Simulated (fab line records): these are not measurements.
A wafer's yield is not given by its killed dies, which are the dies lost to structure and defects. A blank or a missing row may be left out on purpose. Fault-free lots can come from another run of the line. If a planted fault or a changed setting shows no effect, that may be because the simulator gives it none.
A lot that was struck, set against a sound lot ; flow sfq line ; 17 steps out of a route of 325
Sound: the wafers L466.1, L466.2, L466.6. Struck: wafer L478.5 (left out: L478.3, L478.6 of the same lot, which were not struck); the cause appears at the end.
Each step with rows lists, per side, the tool, then ch with its chambers, then its first start. Under that, the readings that differ: sound wafers ; struck wafers ; difference of the means ; sigmas: that difference in standard deviations of wafers without a fault.
alike: words and numbers the same on both sides, and readings whose means are apart by under 2 such deviations; not compared: readings that were withheld, readings missing a value for some wafer, numbers with overlapping values and no deviation given by the record, and bounds like >300 which may hide the same value.
The two part at a step that has a row with sigmas, a row that says differs or no value, or rows on one side only. Numbers that have no deviation but don't overlap get no sigmas and don't part them. A reading missing from all wafers of one side parts the sides only when that side holds two or more wafers.

first, 4 steps without rows for these wafers: SFQ_TRILAYER_M5_LITHO_SOFTBAKE_127; SFQ_TRILAYER_M5_LITHO_EXPOSE_124 (exposes mask M5, target cd 700 nm); SFQ_TRILAYER_M5_LITHO_PEB_126 (peb time 60 s); SFQ_TRILAYER_M5_LITHO_DEVELOP_125 (time 60 s).
SFQ_M5_OVL_MEAS_932:
  sound on overlay-01 at day 56 02:40; struck on overlay-01 at day 60 22:07
  alike: M5_OVL
then, 1 step without rows for these wafers: SFQ_TRILAYER_M5_BARC_OPEN_METAL_ETCH_161 (etches BARC in O2, target depth 125 nm, time 41.7 s).
SFQ_TRILAYER_M5_ETCH_METAL_ETCH_126: etches Nb in Cl2/BCl3, stops on SiO2, time 203.2 s, target depth 265 nm.
  sound on rie metal-01 ch 0,1, day 56 02:45; struck on rie metal-01 ch 1, day 60 22:16
  alike: drypump motor current A, oes product au
  not compared: rf hours counter h
SFQ_TRILAYER_M5_STRIP_STRIP_127: strips in O2.
  sound on rie metal-01 ch 0,1, day 56 02:57; struck on rie metal-01 ch 1, day 60 22:36
  alike: drypump motor current A, oes product au
  not compared: rf hours counter h
then, 2 steps without rows for these wafers: SFQ_TRILAYER_M5_STRIP_SOLV_CLEAN_128 (cleans in NMP, time 600 s); SFQ_TRILAYER_A5B_DEP_PECVD_129 (deposits SiO2 from SiH4/N2O, time 133.33 s, target thk 600 nm).
SFQ_TRILAYER_A5B_CMP_CMP_130: polishes, stops on Nb, target thk 340.7 nm.
  sound on cmp-02 ch 0,1,2, day 56 04:20; struck on cmp-01 ch 2, day 61 01:16
  alike: motor current A
SFQ_TRILAYER_A5B_METRO_MEASURE_131:
  sound on film metro-02 at day 56 06:50; struck on film metro-04 at day 61 02:40
  alike: thk nm
SFQ_TRILAYER_R5_DEP_SPUTTER_132: material Ti, target thk 5 nm, time 5 s.
  sound on pvd sputter-03 at day 56 08:02; struck on pvd sputter-03 at day 61 03:28
reading;sound;struck;difference;sigmas
model.Ti_of_TRILAYER_R5_DEP_SPUTTER_132.thk nm (nm);4.899 4.668 4.795;2.133;-2.654;
  alike: throttle valve pct
then, 1 step without rows for these wafers: SFQ_TRILAYER_R5_DEP_SPUTTER_133 (material MoNx, target thk 40 nm, time 66.7 s).
SFQ_TRILAYER_R5_DEP_SPUTTER_134: material Ti, target thk 5 nm, time 5 s.
  sound on pvd sputter-03 at day 56 08:06; struck on pvd sputter-03 at day 61 03:32
  alike: throttle valve pct
SFQ_R5_RS_MEAS_933: uses a four-point probe to measure.
  sound on film metro-04 at day 56 08:07; struck on film metro-03 at day 61 03:35
reading;sound;struck;difference;sigmas
R5_MONX_RS (ohm/sq);7.06 7.11 7.16;7.28;+0.17;+2
  not compared: hold
SFQ_R5_THK_MEAS_934: measures by xrf.
  sound on film metro-04 at day 56 08:14; struck on film metro-03 at day 61 03:41
  alike: R5_MONX_THK
  not compared: hold

## WHERE THEY PART
SFQ_R5_RS_MEAS_933 only, going by this record. Later steps at which nothing parts them and some readings are alike: SFQ_R5_THK_MEAS_934.

WHY: what the simulator had put in
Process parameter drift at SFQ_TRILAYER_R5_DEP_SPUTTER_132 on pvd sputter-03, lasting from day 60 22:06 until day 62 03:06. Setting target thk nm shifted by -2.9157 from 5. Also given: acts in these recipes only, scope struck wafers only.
